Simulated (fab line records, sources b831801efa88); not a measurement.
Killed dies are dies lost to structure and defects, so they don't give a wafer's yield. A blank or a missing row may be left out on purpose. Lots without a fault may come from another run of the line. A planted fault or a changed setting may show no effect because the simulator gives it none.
Chamber matching | flow gf180mcu | GF_CONTACT_CVD_02 on pecvd-03: 3 sister chambers
The step deposits SiO2 from TEOS, target thk 860 nm, time 95.992 s. 3 wafers are shown with their chamber, then 8 later ones without.

WAFERS WITH THEIR CHAMBER
wafer  | chamber | heater_power_w (W)
L512.1 | 2       | 614
L514.4 | 1       | 587
L515.1 | 0       | 480

WAFERS WITHOUT THEIR CHAMBER
wafer  | heater_power_w (W)
L515.3 | 635
L515.4 | 511
L517.1 | 606
L517.3 | 595
L517.4 | 661
L519.2 | 643
L519.3 | 584
L519.4 | 697

WHICH CHAMBER EACH WENT THROUGH
wafer  | from the rows above          | in truth
L515.3 | can't be placed: 2 or 1      | 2
L515.4 | can't be placed: 0 or 1 or 2 | 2
L517.1 | can't be placed: 2 or 1      | 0
L517.3 | can't be placed: 1 or 2      | 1
L517.4 | can't be placed: 2 or 1      | 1
L519.2 | can't be placed: 2 or 1      | 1
L519.3 | can't be placed: 1 or 2      | 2
L519.4 | can't be placed: 2 or 1      | 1
Placed correctly: 0 of 8. Can't be placed from these rows: 8 (the true chamber is among the candidates in 7). Placed wrongly: 0.
How it was worked out, from the rows above alone: a wafer's distance from a chamber is the root of the sum, over the readings, of the square of ((its reading less the chamber's mean) divided by the reading's scatter). The wafer belongs to the nearest chamber; if the next one is less than 2 further off, it can't be placed. A chamber's mean is the mean of its shown wafers. The scatter: with one shown wafer a chamber, the root of the mean of the squares of how far each hidden wafer lies from its nearest shown one.
